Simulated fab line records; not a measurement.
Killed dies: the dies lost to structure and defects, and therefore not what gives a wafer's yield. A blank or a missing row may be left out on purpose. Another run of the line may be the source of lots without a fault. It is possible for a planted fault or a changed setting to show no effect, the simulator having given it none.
Which tool did it? / flow gf180mcu / 38 wafers from 13 lots sampled at 5 of the route's 602 steps

WHAT THE GAUGES SHOWED, per wafer
GF_V5_THK_MEAS_03.
lot=L277; measured=day 26 02:43; on=filmMetro-04; V5_CVD_02_THK (nm)=1429 1451 1467
lot=L278; measured=day 26 12:41; on=filmMetro-01; V5_CVD_02_THK (nm)=1451 1464 1450
lot=L279; measured=day 27 04:41; on=filmMetro-01; V5_CVD_02_THK (nm)=1444 1466 1448
lot=L280; measured=day 27 14:30; on=filmMetro-02; V5_CVD_02_THK (nm)=1449 1462 1467
lot=L281; measured=day 27 15:18; on=filmMetro-01; V5_CVD_02_THK (nm)=1411 1444 1452
lot=L286; measured=day 29 01:04; on=filmMetro-04; V5_CVD_02_THK (nm)=939 947 939 948
lot=L292; measured=day 31 00:59; on=filmMetro-04; V5_CVD_02_THK (nm)=1442 1440 1455
lot=L295; measured=day 31 13:16; on=filmMetro-01; V5_CVD_02_THK (nm)=1433 1439 1465
lot=L296; measured=day 31 20:45; on=filmMetro-01; V5_CVD_02_THK (nm)=1437 1450 1449
lot=L297; measured=day 32 01:20; on=filmMetro-02; V5_CVD_02_THK (nm)=1434 1444 1472
lot=L298; measured=day 32 10:02; on=filmMetro-01; V5_CVD_02_THK (nm)=1437 1473 1478
lot=L299; measured=day 32 16:48; on=filmMetro-02; V5_CVD_02_THK (nm)=1444 1489 1477
lot=L300; measured=day 32 18:14; on=filmMetro-04; V5_CVD_02_THK (nm)=1441 1441 1460

GF_V5_OVL_MEAS_15.
lot=L277; measured=day 27 00:04; on=overlay-01; V5_OVL (nm)=-4 1 -3
lot=L278; measured=day 27 09:31; on=overlay-02; V5_OVL (nm)=-4 -5 -6
lot=L279; measured=day 28 01:04; on=overlay-01; V5_OVL (nm)=3 0 5
lot=L280; measured=day 28 10:15; on=overlay-01; V5_OVL (nm)=-1 8 6
lot=L281; measured=day 28 11:13; on=overlay-02; V5_OVL (nm)=-3 -3 -6
lot=L286; measured=day 29 20:12; on=overlay-01; V5_OVL (nm)=3 -2
lot=L292; measured=day 31 18:22; on=overlay-02; V5_OVL (nm)=2 1 4
lot=L295; measured=day 32 06:52; on=overlay-01; V5_OVL (nm)=2 3 4
lot=L296; measured=day 32 13:55; on=overlay-01; V5_OVL (nm)=4 7 5
lot=L297; measured=day 32 17:58; on=overlay-01; V5_OVL (nm)=1 -6 4
lot=L298; measured=day 33 03:15; on=overlay-01; V5_OVL (nm)=1 -6 5
lot=L299; measured=day 33 08:57; on=overlay-01; V5_OVL (nm)=6 3 2
lot=L300; measured=day 33 10:48; on=overlay-01; V5_OVL (nm)=-2 -5 -2

EACH LOT AND THE TOOL THAT RAN IT (in order: tool; ch and the chambers of the sampled wafers; start)
lot=L277; GF_MIM_SPUTTER_00=pvdSputter-03, day 24 05:38; GF_MIM_SPUTTER_04=pvdSputter-03, day 24 05:49; GF_V5_CVD_02=pecvd-04 ch 0,1, day 26 02:32
lot=L278; GF_MIM_SPUTTER_00=pvdSputter-03, day 24 15:46; GF_MIM_SPUTTER_04=pvdSputter-03, day 24 15:56; GF_V5_CVD_02=pecvd-04 ch 0,2, day 26 12:31
lot=L279; GF_MIM_SPUTTER_00=pvdSputter-03, day 25 09:28; GF_MIM_SPUTTER_04=pvdSputter-03, day 25 09:38; GF_V5_CVD_02=pecvd-01 ch 0,2, day 27 04:25
lot=L280; GF_MIM_SPUTTER_00=pvdSputter-03, day 25 18:43; GF_MIM_SPUTTER_04=pvdSputter-03, day 25 18:53; GF_V5_CVD_02=pecvd-02 ch 0,2, day 27 14:23
lot=L281; GF_MIM_SPUTTER_00=pvdSputter-03, day 25 21:06; GF_MIM_SPUTTER_04=pvdSputter-03, day 25 21:17; GF_V5_CVD_02=pecvd-04 ch 1,2, day 27 15:11
lot=L286; GF_MIM_SPUTTER_00=pvdSputter-03, day 27 08:36; GF_MIM_SPUTTER_04=pvdSputter-03, day 27 08:47; GF_V5_CVD_02=pecvd-02 ch 0,2, day 29 00:54
lot=L292; GF_MIM_SPUTTER_00=pvdSputter-01, day 29 09:52; GF_MIM_SPUTTER_04=pvdSputter-01, day 29 10:02; GF_V5_CVD_02=pecvd-01 ch 1,2, day 31 00:52
lot=L295; GF_MIM_SPUTTER_00=pvdSputter-01, day 29 23:02; GF_MIM_SPUTTER_04=pvdSputter-01, day 29 23:13; GF_V5_CVD_02=pecvd-04 ch 1,2, day 31 13:08
lot=L296; GF_MIM_SPUTTER_00=pvdSputter-03, day 30 07:45; GF_MIM_SPUTTER_04=pvdSputter-03, day 30 07:56; GF_V5_CVD_02=pecvd-04 ch 1,2, day 31 20:38
lot=L297; GF_MIM_SPUTTER_00=pvdSputter-04, day 30 12:19; GF_MIM_SPUTTER_04=pvdSputter-04, day 30 12:29; GF_V5_CVD_02=pecvd-01 ch 0,1, day 32 01:13
lot=L298; GF_MIM_SPUTTER_00=pvdSputter-01, day 30 22:03; GF_MIM_SPUTTER_04=pvdSputter-01, day 30 22:14; GF_V5_CVD_02=pecvd-04 ch 0,1, day 32 09:56
lot=L299; GF_MIM_SPUTTER_00=pvdSputter-01, day 31 05:40; GF_MIM_SPUTTER_04=pvdSputter-01, day 31 05:50; GF_V5_CVD_02=pecvd-04 ch 0,1,2, day 32 16:41
lot=L300; GF_MIM_SPUTTER_00=pvdSputter-03, day 31 07:10; GF_MIM_SPUTTER_04=pvdSputter-03, day 31 07:20; GF_V5_CVD_02=pecvd-01 ch 0,1,2, day 32 18:07
- GF_MIM_SPUTTER_00: material Ti, target thk 37.5 nm, time 150 s.
- GF_MIM_SPUTTER_04: material TiN, target thk 50 nm, time 41.7 s.
- GF_V5_CVD_02: deposits SiO2 from TEOS, target thk 1450 nm, time 163.28 s.

AS READ BY THE TOOLS THEMSELVES (means over the sampled wafers that have a number; for cases with no such wafer, the mark the record gives instead)
GF_MIM_SPUTTER_00.
lot=L277; tool=pvdSputter-03; substrateTempC (C)=199.73; throttleValvePct (%)=29.4
lot=L278; tool=pvdSputter-03; substrateTempC (C)=199.97; throttleValvePct (%)=30.8
lot=L279; tool=pvdSputter-03; substrateTempC (C)=200.14; throttleValvePct (%)=30.0
lot=L280; tool=pvdSputter-03; substrateTempC (C)=200.02; throttleValvePct (%)=29.3
lot=L281; tool=pvdSputter-03; substrateTempC (C)=199.89; throttleValvePct (%)=29.8
lot=L286; tool=pvdSputter-03; substrateTempC (C)=199.88; throttleValvePct (%)=30.0
lot=L292; tool=pvdSputter-01; substrateTempC (C)=200.02; throttleValvePct (%)=28.9
lot=L295; tool=pvdSputter-01; substrateTempC (C)=200.21; throttleValvePct (%)=29.6
lot=L296; tool=pvdSputter-03; substrateTempC (C)=200.01; throttleValvePct (%)=29.7
lot=L297; tool=pvdSputter-04; substrateTempC (C)=199.99; throttleValvePct (%)=29.4
lot=L298; tool=pvdSputter-01; substrateTempC (C)=199.92; throttleValvePct (%)=28.9
lot=L299; tool=pvdSputter-01; substrateTempC (C)=199.92; throttleValvePct (%)=29.7
lot=L300; tool=pvdSputter-03; substrateTempC (C)=200.20; throttleValvePct (%)=29.5

GF_MIM_SPUTTER_04.
lot=L277; tool=pvdSputter-03; throttleValvePct (%)=29.4
lot=L278; tool=pvdSputter-03; throttleValvePct (%)=30.7
lot=L279; tool=pvdSputter-03; throttleValvePct (%)=29.9
lot=L280; tool=pvdSputter-03; throttleValvePct (%)=29.4
lot=L281; tool=pvdSputter-03; throttleValvePct (%)=29.8
lot=L286; tool=pvdSputter-03; throttleValvePct (%)=30.5
lot=L292; tool=pvdSputter-01; throttleValvePct (%)=28.9
lot=L295; tool=pvdSputter-01; throttleValvePct (%)=29.4
lot=L296; tool=pvdSputter-03; throttleValvePct (%)=29.8
lot=L297; tool=pvdSputter-04; throttleValvePct (%)=29.6
lot=L298; tool=pvdSputter-01; throttleValvePct (%)=28.9
lot=L299; tool=pvdSputter-01; throttleValvePct (%)=29.6
lot=L300; tool=pvdSputter-03; throttleValvePct (%)=29.5

GF_V5_CVD_02.
lot=L277; tool=pecvd-04; heaterPowerOuterW (W)=360; heaterPowerW (W)=603
lot=L278; tool=pecvd-04; heaterPowerOuterW (W)=374; heaterPowerW (W)=677
lot=L279; tool=pecvd-01; heaterPowerOuterW (W)=278; heaterPowerW (W)=545
lot=L280; tool=pecvd-02; heaterPowerOuterW (W)=371; heaterPowerW (W)=662
lot=L281; tool=pecvd-04; heaterPowerOuterW (W)=325; heaterPowerW (W)=561
lot=L286; tool=pecvd-02; heaterPowerOuterW (W)=372; heaterPowerW (W)=683
lot=L292; tool=pecvd-01; heaterPowerOuterW (W)=402; heaterPowerW (W)=745
lot=L295; tool=pecvd-04; heaterPowerOuterW (W)=337; heaterPowerW (W)=571
lot=L296; tool=pecvd-04; heaterPowerOuterW (W)=365; heaterPowerW (W)=638
lot=L297; tool=pecvd-01; heaterPowerOuterW (W)=390; heaterPowerW (W)=714
lot=L298; tool=pecvd-04; heaterPowerOuterW (W)=408; heaterPowerW (W)=712
lot=L299; tool=pecvd-04; heaterPowerOuterW (W)=350; heaterPowerW (W)=642
lot=L300; tool=pecvd-01; heaterPowerOuterW (W)=325; heaterPowerW (W)=626

THE ANSWER, worked out from the rows above alone
Rule: what is usual is taken from the lots themselves. The widest of any qualifying gaps counts: lots, ordered by their means at a reading, are off when they make up no more than a third of the lots, leave a main group of 4 or more, and stand apart from it by 3 or more times the standard deviation of that group's means. A main group whose means are all the same, to the digits that the tables above print for the reading, isn't used. A lot without any number at a reading at which 4 lots or more have one is off too. The other lots that the step has rows for count as sound. Order of review: gauges by route order, followed by the tools' own readings, for which a lot's mean as printed above is used. The first step at which some lot is off is used, and at that step the reading that is off furthest; a lot without a number counts as furthest.
Off: L286, seen at GF_V5_THK_MEAS_03 (V5_CVD_02_THK). The main group: mean 1452 nm, standard deviation 8.8.
A tool fits if, at a process step before that reading, it ran every lot that is off, and no sound lot after the first of them. Those tools and the gauges at GF_V5_THK_MEAS_03 are tried in the same way. One candidate fits, namely pecvd-02 at GF_V5_CVD_02. A fault onset in the window from L280 (day 27 14:23, its last sound lot) to L286 (day 29 00:54, its first lot off) fits.

WHAT THE SIMULATOR HAD PUT IN
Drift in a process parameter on pecvd-02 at GF_V5_CVD_02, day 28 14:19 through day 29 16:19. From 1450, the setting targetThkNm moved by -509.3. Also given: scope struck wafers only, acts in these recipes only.
Struck lots among those shown: L286. This agrees with what the rule above found.
